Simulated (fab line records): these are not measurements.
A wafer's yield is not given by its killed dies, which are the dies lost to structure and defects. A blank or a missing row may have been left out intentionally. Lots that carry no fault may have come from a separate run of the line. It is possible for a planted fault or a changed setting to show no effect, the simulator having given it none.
Problem report, 8D (eight disciplines) form, completed by code -- flow sky130 -- the parts of the form that need people (team, actions taken, sign-off) are left out

== 1. PROBLEM STATEMENT ==
METAL5_ALCU_RS at SKY_METAL5_RS_MEAS_05 reads a mean of 0.0324 ohm/sq on 1 wafer of 1 lot; wafers without a fault read 0.0271 ohm/sq with a standard deviation of 0.00032. Relative to the usual mean, that is a shift of +17 standard deviations.
The step: measures by four-point-probe.
First observed at day 47 17:53: wafer L612.6, on film_metro-03. At this step, 27 wafers from 9 lots have a number in the record. The rule behind "out" and "out of limits": a value lying over 4 standard deviations away from the usual mean. The rest of the wafers with a number are treated as sound.

== 2. WHAT IT IS; WHAT IT IS NOT ==
question,is,is not
which readings at this step,METAL5_ALCU_RS,-
which lots,L612,"L595, L597, L599, L600, L602, L613, L614, L615"
which wafers of those lots,L612.6,"L612.4, L612.5"
read on which gauges,film_metro-03,"film_metro-02, film_metro-04"
when,from day 47 17:53,"up to then (20 sound wafers); but 6 sound wafers of L614, L615 came after"

== 3. SUSPECTS, AND WHAT RULES EACH OUT ==
Counting: if a tool at a process step up to the reading ran every lot that is out, it stays a suspect. Sound lots after the first of them don't rule it out here, since some wafers of a struck lot are sound.
- ruled out: the gauge at SKY_METAL5_RS_MEAS_05. All the wafers that are out were read on film_metro-03, but those of them that SKY_METAL5_METAL_ETCH_15 has rows for are out there too, on other tools.
- rie_diel-01 at SKY_METAL4_ETCH_17 (etches SiO2 in C4F8/O2/Ar, stops on TiN, time 3.9 s, target depth 15 nm): kept. L612, the lot that is out, went through it at day 46 18:29; up to then, the latest sound lot through it was L600 at day 43 04:19.
- cmp-02 at SKY_VIA4_CMP_02 (polishes SiO2): kept. L612, the lot that is out, went through it at day 46 19:34; up to then, the latest sound lot through it was L613 at day 46 17:14.
- pvd_sputter-01 at SKY_METAL5_SPUTTER_02 (material AlCu, target thk 1150 nm, time 61.2 s): kept. L612, the lot that is out, went through it at day 47 17:42; up to then, the latest sound lot through it was L602 at day 44 19:47.
- pvd_sputter-01 at SKY_METAL5_SPUTTER_04 (material TiN, target thk 70 nm, time 58.3 s): kept. L612, the lot that is out, went through it at day 47 17:46; up to then, the latest sound lot through it was L602 at day 44 19:51.
- rie_diel-01, SKY_METAL4_ETCH_17: wafers that are out in chamber 2, sound lot-mates in chambers 0, 1.
Left after counting: rie_diel-01 at SKY_METAL4_ETCH_17, cmp-02 at SKY_VIA4_CMP_02, pvd_sputter-01 at SKY_METAL5_SPUTTER_02, pvd_sputter-01 at SKY_METAL5_SPUTTER_04.

== 4. THE CAUSE (what the simulator had put in) ==
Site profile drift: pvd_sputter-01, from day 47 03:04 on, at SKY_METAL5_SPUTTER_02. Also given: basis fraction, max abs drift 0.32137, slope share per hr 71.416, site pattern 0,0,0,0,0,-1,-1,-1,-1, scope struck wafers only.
4 suspects survive the count, and this tool is in that group.

== 5. THE CHAIN OF EFFECTS, in route order ==
One row per reading whose mean, taken over the struck wafers that have a number, lies over 3 standard deviations from the usual. Only readings for which the record gives a usual standard deviation are gone through. hours: the time from each lot's start at the first step in this table that gives one to its start at this step, as a median over the lots. sigmas: the change in usual standard deviations.
hours,step,reading,usual,on struck wafers,change,sigmas
0,SKY_METAL5_RS_MEAS_05,METAL5_ALCU_RS,0.0271 ohm/sq,0.0324,+0.0053,+17
0,SKY_METAL5_THK_MEAS_06,METAL5_ALCU_THK,1156 nm,1003,-153,-12
19,SKY_METAL5_METAL_ETCH_15,oes_product_au,0.895 a.u.,0.823,-0.072,-14
Its process steps:
- SKY_METAL5_METAL_ETCH_15: etches the open film in Cl2/BCl3, stops on SiO2, target depth 1260 nm, time 252 s.

== 6. WHAT WOULD HAVE CAUGHT IT SOONER ==
Counted from the fault's start at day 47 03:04, it took 15 hours until the first out-of-limits reading at a measuring or inspecting step in this record, taken at day 47 17:53.
An alarm limit of 4 standard deviations would not have fired on the tool readings at SKY_METAL5_SPUTTER_02 for which the record gives a usual standard deviation, since none of them was out on any struck wafer.
By day 47 17:53 the whole set of lots that are out, 1 in number, had already begun SKY_METAL5_SPUTTER_02 on pvd_sputter-01. Tool hold at that time: it would have spared none of them.
